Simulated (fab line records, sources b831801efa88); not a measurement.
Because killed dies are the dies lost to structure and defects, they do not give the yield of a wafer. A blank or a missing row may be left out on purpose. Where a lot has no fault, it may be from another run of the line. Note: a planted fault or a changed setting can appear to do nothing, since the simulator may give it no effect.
The tool behind it: which one? || flow gf180mcu || Sampling: 12 lots, 36 wafers, 6 of 602 route steps

WHAT THE GAUGES READ, wafer by wafer
GF_DUAL_GATE_THK_MEAS_03. Usual: DUAL_GATE_OXIDATION_00_THK 10.83 nm, standard deviation 0.17.
{"lot": "L918", "measured": "day 8 01:40", "on": "film-metro-01", "DUAL_GATE_OXIDATION_00_THK (nm)": "10.79 10.93 10.91", "flag": ""}
{"lot": "L919", "measured": "day 8 04:47", "on": "film-metro-02", "DUAL_GATE_OXIDATION_00_THK (nm)": "10.96 10.94 10.71", "flag": ""}
{"lot": "L921", "measured": "day 8 17:59", "on": "film-metro-03", "DUAL_GATE_OXIDATION_00_THK (nm)": "10.96 10.85 11.03", "flag": ""}
{"lot": "L923", "measured": "day 9 09:49", "on": "film-metro-01", "DUAL_GATE_OXIDATION_00_THK (nm)": "11.12 10.98 10.95", "flag": ""}
{"lot": "L926", "measured": "day 10 04:09", "on": "film-metro-01", "DUAL_GATE_OXIDATION_00_THK (nm)": "10.99 10.92 10.79", "flag": ""}
{"lot": "L928", "measured": "day 10 16:58", "on": "film-metro-01", "DUAL_GATE_OXIDATION_00_THK (nm)": "10.88 10.84 10.99", "flag": ""}
{"lot": "L929", "measured": "day 11 01:34", "on": "film-metro-02", "DUAL_GATE_OXIDATION_00_THK (nm)": "10.90 10.81 11.03", "flag": ""}
{"lot": "L935", "measured": "day 12 18:16", "on": "film-metro-03", "DUAL_GATE_OXIDATION_00_THK (nm)": "10.53 10.55 10.72", "flag": ""}
{"lot": "L936", "measured": "day 12 23:19", "on": "film-metro-01", "DUAL_GATE_OXIDATION_00_THK (nm)": "10.87 10.77 10.76", "flag": ""}
{"lot": "L937", "measured": "day 13 06:55", "on": "film-metro-02", "DUAL_GATE_OXIDATION_00_THK (nm)": "10.53 10.51 10.70", "flag": ""}
{"lot": "L939", "measured": "day 13 19:58", "on": "film-metro-03", "DUAL_GATE_OXIDATION_00_THK (nm)": "10.74 10.59 10.61", "flag": ""}
{"lot": "L940", "measured": "day 14 01:50", "on": "film-metro-03", "DUAL_GATE_OXIDATION_00_THK (nm)": "10.61 10.63 10.68", "flag": ""}

GF_POLY_GATE_THK_MEAS_01. Usual: POLY_GATE_CVD_00_THK 200.2 nm, standard deviation 2.
{"lot": "L918", "measured": "day 8 22:40", "on": "film-metro-03", "POLY_GATE_CVD_00_THK (nm)": "203.1 200.8 201.4", "flag": ""}
{"lot": "L919", "measured": "day 9 01:11", "on": "film-metro-01", "POLY_GATE_CVD_00_THK (nm)": "199.6 201.4 200.1", "flag": ""}
{"lot": "L921", "measured": "day 9 14:24", "on": "film-metro-03", "POLY_GATE_CVD_00_THK (nm)": "198.5 198.5 197.7", "flag": ""}
{"lot": "L923", "measured": "day 10 07:02", "on": "film-metro-01", "POLY_GATE_CVD_00_THK (nm)": "199.6 202.0 201.0", "flag": ""}
{"lot": "L926", "measured": "day 11 01:27", "on": "film-metro-04", "POLY_GATE_CVD_00_THK (nm)": "200.7 200.7 200.0", "flag": ""}
{"lot": "L928", "measured": "day 11 14:01", "on": "film-metro-04", "POLY_GATE_CVD_00_THK (nm)": "198.2 199.7 198.9", "flag": ""}
{"lot": "L929", "measured": "day 12 00:57", "on": "film-metro-03", "POLY_GATE_CVD_00_THK (nm)": "200.5 201.0 200.7", "flag": ""}
{"lot": "L935", "measured": "day 13 20:07", "on": "film-metro-01", "POLY_GATE_CVD_00_THK (nm)": "197.6 198.8 197.2", "flag": ""}
{"lot": "L936", "measured": "day 13 23:32", "on": "film-metro-03", "POLY_GATE_CVD_00_THK (nm)": "199.8 198.7 198.6", "flag": ""}
{"lot": "L937", "measured": "day 14 07:30", "on": "film-metro-03", "POLY_GATE_CVD_00_THK (nm)": "199.8 199.1 200.5", "flag": ""}
{"lot": "L939", "measured": "day 14 19:17", "on": "film-metro-01", "POLY_GATE_CVD_00_THK (nm)": "202.4 203.6 203.6", "flag": ""}
{"lot": "L940", "measured": "day 15 01:52", "on": "film-metro-01", "POLY_GATE_CVD_00_THK (nm)": "202.0 199.6 199.9", "flag": ""}

GF_POLY_GATE_THK_MEAS_17. Usual: POLY_GATE_OXIDATION_THK 3.98 nm, standard deviation 0.077.
{"lot": "L918", "measured": "day 9 17:15", "on": "film-metro-01", "POLY_GATE_OXIDATION_THK (nm)": "4.05 3.98 4.08", "flag": ""}
{"lot": "L919", "measured": "day 9 20:34", "on": "film-metro-01", "POLY_GATE_OXIDATION_THK (nm)": "4.22 4.07 4.17", "flag": ""}
{"lot": "L921", "measured": "day 10 09:48", "on": "film-metro-01", "POLY_GATE_OXIDATION_THK (nm)": "3.98 3.98 4.08", "flag": ""}
{"lot": "L923", "measured": "day 11 02:50", "on": "film-metro-04", "POLY_GATE_OXIDATION_THK (nm)": "3.94 3.95 3.91", "flag": ""}
{"lot": "L926", "measured": "day 11 22:44", "on": "film-metro-01", "POLY_GATE_OXIDATION_THK (nm)": "3.97 4.00 4.02", "flag": ""}
{"lot": "L928", "measured": "day 12 11:03", "on": "film-metro-04", "POLY_GATE_OXIDATION_THK (nm)": "3.89 3.98 3.79", "flag": ""}
{"lot": "L929", "measured": "day 12 23:46", "on": "film-metro-03", "POLY_GATE_OXIDATION_THK (nm)": "3.88 3.94 3.88", "flag": ""}
{"lot": "L935", "measured": "day 14 18:08", "on": "film-metro-04", "POLY_GATE_OXIDATION_THK (nm)": "3.95 4.00 3.89", "flag": ""}
{"lot": "L936", "measured": "day 14 22:23", "on": "film-metro-04", "POLY_GATE_OXIDATION_THK (nm)": "3.99 4.04 3.96", "flag": ""}
{"lot": "L937", "measured": "day 15 06:19", "on": "film-metro-04", "POLY_GATE_OXIDATION_THK (nm)": "3.87 3.97 4.01", "flag": ""}
{"lot": "L939", "measured": "day 15 18:37", "on": "film-metro-01", "POLY_GATE_OXIDATION_THK (nm)": "4.04 3.99 3.93", "flag": ""}
{"lot": "L940", "measured": "day 16 01:19", "on": "film-metro-01", "POLY_GATE_OXIDATION_THK (nm)": "3.95 4.06 3.90", "flag": ""}

GF_HV_LDD_TW_MEAS_38. Usual: HV_LDD_3_TW 1448, standard deviation 11.
{"lot": "L918", "measured": "day 12 01:44", "on": "film-metro-03", "HV_LDD_3_TW": "1442 1444 1438", "flag": ""}
{"lot": "L919", "measured": "day 12 04:34", "on": "film-metro-03", "HV_LDD_3_TW": "1437 1450 1451", "flag": ""}
{"lot": "L921", "measured": "day 12 20:26", "on": "film-metro-02", "HV_LDD_3_TW": "1442 1443 1436", "flag": ""}
{"lot": "L923", "measured": "day 13 15:06", "on": "film-metro-02", "HV_LDD_3_TW": "1442 1433 1451", "flag": ""}
{"lot": "L926", "measured": "day 14 12:30", "on": "film-metro-04", "HV_LDD_3_TW": "1458 1463 1456", "flag": ""}
{"lot": "L928", "measured": "day 15 01:20", "on": "film-metro-02", "HV_LDD_3_TW": "1430 1438 1430", "flag": ""}
{"lot": "L929", "measured": "day 15 15:45", "on": "film-metro-03", "HV_LDD_3_TW": "1446 1451 1447", "flag": ""}
{"lot": "L935", "measured": "day 17 14:04", "on": "film-metro-04", "HV_LDD_3_TW": "31 31 31", "flag": "OFF"}
{"lot": "L936", "measured": "day 17 17:56", "on": "film-metro-04", "HV_LDD_3_TW": "30 31 31", "flag": "OFF"}
{"lot": "L937", "measured": "day 18 03:18", "on": "film-metro-03", "HV_LDD_3_TW": "1445 1447 1444", "flag": ""}
{"lot": "L939", "measured": "day 18 17:18", "on": "film-metro-02", "HV_LDD_3_TW": "1436 1441 1442", "flag": ""}
{"lot": "L940", "measured": "day 18 23:43", "on": "film-metro-02", "HV_LDD_3_TW": "1434 1436 1439", "flag": ""}

TOOL THAT RAN EACH LOT (tool first, then ch and the chambers of the sampled wafers, then the start)
{"lot": "L918", "GF_HV_LDD_STRIP_22": "plasma-asher-03 ch 0,1, day 11 06:05", "GF_HV_LDD_STRIP_37": "plasma-asher-02 ch 0,1, day 12 01:38"}
{"lot": "L919", "GF_HV_LDD_STRIP_22": "plasma-asher-03 ch 0,1, day 11 08:43", "GF_HV_LDD_STRIP_37": "plasma-asher-02 ch 0,1, day 12 04:28"}
{"lot": "L921", "GF_HV_LDD_STRIP_22": "plasma-asher-03 ch 0,1, day 11 23:25", "GF_HV_LDD_STRIP_37": "plasma-asher-02 ch 0,1, day 12 20:20"}
{"lot": "L923", "GF_HV_LDD_STRIP_22": "plasma-asher-03 ch 0,1, day 12 18:05", "GF_HV_LDD_STRIP_37": "plasma-asher-01 ch 0,1, day 13 15:00"}
{"lot": "L926", "GF_HV_LDD_STRIP_22": "plasma-asher-03 ch 0,1, day 13 14:51", "GF_HV_LDD_STRIP_37": "plasma-asher-01 ch 0,1, day 14 12:24"}
{"lot": "L928", "GF_HV_LDD_STRIP_22": "plasma-asher-03 ch 0,1, day 14 03:50", "GF_HV_LDD_STRIP_37": "plasma-asher-03 ch 0,1, day 15 01:13"}
{"lot": "L929", "GF_HV_LDD_STRIP_22": "plasma-asher-02 ch 0, day 14 17:04", "GF_HV_LDD_STRIP_37": "plasma-asher-03 ch 0,1, day 15 15:39"}
{"lot": "L935", "GF_HV_LDD_STRIP_22": "plasma-asher-03 ch 0,1, day 16 14:27", "GF_HV_LDD_STRIP_37": "plasma-asher-01 ch 0,1, day 17 13:57"}
{"lot": "L936", "GF_HV_LDD_STRIP_22": "plasma-asher-01 ch 0,1, day 16 18:40", "GF_HV_LDD_STRIP_37": "plasma-asher-01 ch 0,1, day 17 17:52"}
{"lot": "L937", "GF_HV_LDD_STRIP_22": "plasma-asher-03 ch 0,1, day 17 02:45", "GF_HV_LDD_STRIP_37": "plasma-asher-01 ch 1, day 18 03:12"}
{"lot": "L939", "GF_HV_LDD_STRIP_22": "plasma-asher-03 ch 0,1, day 17 16:50", "GF_HV_LDD_STRIP_37": "plasma-asher-01 ch 0,1, day 18 17:12"}
{"lot": "L940", "GF_HV_LDD_STRIP_22": "plasma-asher-02 ch 0,1, day 17 23:42", "GF_HV_LDD_STRIP_37": "plasma-asher-03 ch 0,1, day 18 23:36"}
- GF_HV_LDD_STRIP_22: strips in O2/N2.
- GF_HV_LDD_STRIP_37: strips in O2/N2.

WHAT THE TOOLS THEMSELVES READ (means of the sampled wafers that have a number; where no wafer has one, the mark that the record gives instead)
GF_HV_LDD_STRIP_22. Usual: chamber-pressure-mTorr 1500.1 mTorr, standard deviation 1.3; drypump-motor-current-A 5.75 A, standard deviation 0.28; heater-power-w 346 W, standard deviation 22; oes-product-au 0.716 a.u., standard deviation 0.0047; strip-time-to-endpoint-s 12.63 s, standard deviation 0.037.
{"lot": "L918", "tool": "plasma-asher-03", "chamber-pressure-mTorr (mTorr)": 1500.6, "drypump-motor-current-A (A)": 5.68, "heater-power-w (W)": 339, "oes-product-au (a.u.)": 0.716, "strip-time-to-endpoint-s (s)": 12.63, "flag": ""}
{"lot": "L919", "tool": "plasma-asher-03", "chamber-pressure-mTorr (mTorr)": 1499.7, "drypump-motor-current-A (A)": 5.67, "heater-power-w (W)": 330, "oes-product-au (a.u.)": 0.721, "strip-time-to-endpoint-s (s)": 12.63, "flag": ""}
{"lot": "L921", "tool": "plasma-asher-03", "chamber-pressure-mTorr (mTorr)": 1498.7, "drypump-motor-current-A (A)": 5.87, "heater-power-w (W)": 342, "oes-product-au (a.u.)": 0.718, "strip-time-to-endpoint-s (s)": 12.59, "flag": ""}
{"lot": "L923", "tool": "plasma-asher-03", "chamber-pressure-mTorr (mTorr)": 1501.0, "drypump-motor-current-A (A)": 5.68, "heater-power-w (W)": 339, "oes-product-au (a.u.)": 0.716, "strip-time-to-endpoint-s (s)": 12.62, "flag": ""}
{"lot": "L926", "tool": "plasma-asher-03", "chamber-pressure-mTorr (mTorr)": 1500.7, "drypump-motor-current-A (A)": 5.66, "heater-power-w (W)": 336, "oes-product-au (a.u.)": 0.720, "strip-time-to-endpoint-s (s)": 12.64, "flag": ""}
{"lot": "L928", "tool": "plasma-asher-03", "chamber-pressure-mTorr (mTorr)": 1499.1, "drypump-motor-current-A (A)": 5.86, "heater-power-w (W)": 345, "oes-product-au (a.u.)": 0.718, "strip-time-to-endpoint-s (s)": 12.68, "flag": ""}
{"lot": "L929", "tool": "plasma-asher-02", "chamber-pressure-mTorr (mTorr)": 1500.9, "drypump-motor-current-A (A)": 5.51, "heater-power-w (W)": 309, "oes-product-au (a.u.)": 0.715, "strip-time-to-endpoint-s (s)": 12.67, "flag": ""}
{"lot": "L935", "tool": "plasma-asher-03", "chamber-pressure-mTorr (mTorr)": "-", "drypump-motor-current-A (A)": "-", "heater-power-w (W)": "-", "oes-product-au (a.u.)": "-", "strip-time-to-endpoint-s (s)": "-", "flag": "OFF"}
{"lot": "L936", "tool": "plasma-asher-01", "chamber-pressure-mTorr (mTorr)": "-", "drypump-motor-current-A (A)": "-", "heater-power-w (W)": "-", "oes-product-au (a.u.)": "-", "strip-time-to-endpoint-s (s)": "-", "flag": "OFF"}
{"lot": "L937", "tool": "plasma-asher-03", "chamber-pressure-mTorr (mTorr)": 1501.3, "drypump-motor-current-A (A)": 5.84, "heater-power-w (W)": 340, "oes-product-au (a.u.)": 0.715, "strip-time-to-endpoint-s (s)": 12.65, "flag": ""}
{"lot": "L939", "tool": "plasma-asher-03", "chamber-pressure-mTorr (mTorr)": 1500.1, "drypump-motor-current-A (A)": 5.67, "heater-power-w (W)": 337, "oes-product-au (a.u.)": 0.713, "strip-time-to-endpoint-s (s)": 12.65, "flag": ""}
{"lot": "L940", "tool": "plasma-asher-02", "chamber-pressure-mTorr (mTorr)": 1501.2, "drypump-motor-current-A (A)": 5.97, "heater-power-w (W)": 357, "oes-product-au (a.u.)": 0.717, "strip-time-to-endpoint-s (s)": 12.61, "flag": ""}

GF_HV_LDD_STRIP_37. Usual: chamber-pressure-mTorr 1499.9 mTorr, standard deviation 1.3; drypump-motor-current-A 5.76 A, standard deviation 0.29; heater-power-w 348 W, standard deviation 25; oes-product-au 0.716 a.u., standard deviation 0.0041; strip-time-to-endpoint-s 12.64 s, standard deviation 0.033.
{"lot": "L918", "tool": "plasma-asher-02", "chamber-pressure-mTorr (mTorr)": 1501.5, "drypump-motor-current-A (A)": 5.75, "heater-power-w (W)": 328, "oes-product-au (a.u.)": 0.721, "strip-time-to-endpoint-s (s)": 12.65, "flag": ""}
{"lot": "L919", "tool": "plasma-asher-02", "chamber-pressure-mTorr (mTorr)": 1500.6, "drypump-motor-current-A (A)": 5.96, "heater-power-w (W)": 355, "oes-product-au (a.u.)": 0.715, "strip-time-to-endpoint-s (s)": 12.62, "flag": ""}
{"lot": "L921", "tool": "plasma-asher-02", "chamber-pressure-mTorr (mTorr)": 1499.9, "drypump-motor-current-A (A)": 5.94, "heater-power-w (W)": 352, "oes-product-au (a.u.)": 0.710, "strip-time-to-endpoint-s (s)": 12.65, "flag": ""}
{"lot": "L923", "tool": "plasma-asher-01", "chamber-pressure-mTorr (mTorr)": 1499.7, "drypump-motor-current-A (A)": 5.59, "heater-power-w (W)": 364, "oes-product-au (a.u.)": 0.716, "strip-time-to-endpoint-s (s)": 12.64, "flag": ""}
{"lot": "L926", "tool": "plasma-asher-01", "chamber-pressure-mTorr (mTorr)": 1500.5, "drypump-motor-current-A (A)": 5.59, "heater-power-w (W)": 360, "oes-product-au (a.u.)": 0.713, "strip-time-to-endpoint-s (s)": 12.66, "flag": ""}
{"lot": "L928", "tool": "plasma-asher-03", "chamber-pressure-mTorr (mTorr)": 1500.1, "drypump-motor-current-A (A)": 5.67, "heater-power-w (W)": 337, "oes-product-au (a.u.)": 0.718, "strip-time-to-endpoint-s (s)": 12.68, "flag": ""}
{"lot": "L929", "tool": "plasma-asher-03", "chamber-pressure-mTorr (mTorr)": 1499.8, "drypump-motor-current-A (A)": 5.65, "heater-power-w (W)": 339, "oes-product-au (a.u.)": 0.714, "strip-time-to-endpoint-s (s)": 12.59, "flag": ""}
{"lot": "L935", "tool": "plasma-asher-01", "chamber-pressure-mTorr (mTorr)": 1500.3, "drypump-motor-current-A (A)": 5.60, "heater-power-w (W)": 362, "oes-product-au (a.u.)": 0.717, "strip-time-to-endpoint-s (s)": 27.62, "flag": "OFF"}
{"lot": "L936", "tool": "plasma-asher-01", "chamber-pressure-mTorr (mTorr)": 1499.9, "drypump-motor-current-A (A)": 5.57, "heater-power-w (W)": 362, "oes-product-au (a.u.)": 0.718, "strip-time-to-endpoint-s (s)": 27.59, "flag": "OFF"}
{"lot": "L937", "tool": "plasma-asher-01", "chamber-pressure-mTorr (mTorr)": 1499.8, "drypump-motor-current-A (A)": 5.56, "heater-power-w (W)": 363, "oes-product-au (a.u.)": 0.719, "strip-time-to-endpoint-s (s)": 12.63, "flag": ""}
{"lot": "L939", "tool": "plasma-asher-01", "chamber-pressure-mTorr (mTorr)": 1499.1, "drypump-motor-current-A (A)": 5.60, "heater-power-w (W)": 359, "oes-product-au (a.u.)": 0.716, "strip-time-to-endpoint-s (s)": 12.61, "flag": ""}
{"lot": "L940", "tool": "plasma-asher-03", "chamber-pressure-mTorr (mTorr)": 1500.2, "drypump-motor-current-A (A)": 5.65, "heater-power-w (W)": 338, "oes-product-au (a.u.)": 0.713, "strip-time-to-endpoint-s (s)": 12.71, "flag": ""}

THE ANSWER, worked out from the rows above alone
Rule: lot off if the mean of its wafers having a number is beyond 3 standard deviations from the usual mean. A lot without any number at a reading at which 4 lots or more have one is off too. Any other lot the step has rows for is counted as sound. The gauges are gone through in route order, then the tools' own readings, and for those a lot's mean is taken as printed above. At the first step where some lot is off, the reading lying furthest off is the one used; lots without a number count as furthest.
Off: L935, L936, at GF_HV_LDD_TW_MEAS_38 (HV_LDD_3_TW).
A tool fits if, at a process step before that reading, it ran every lot that is off, and no sound lot after the first of them. Not tried: the gauges at GF_HV_LDD_TW_MEAS_38; whatever is off there is also off at GF_HV_LDD_STRIP_22, on other tools, and gauge error can't account for it. None of those tried fits.

WHAT WAS PUT IN BY THE SIMULATOR
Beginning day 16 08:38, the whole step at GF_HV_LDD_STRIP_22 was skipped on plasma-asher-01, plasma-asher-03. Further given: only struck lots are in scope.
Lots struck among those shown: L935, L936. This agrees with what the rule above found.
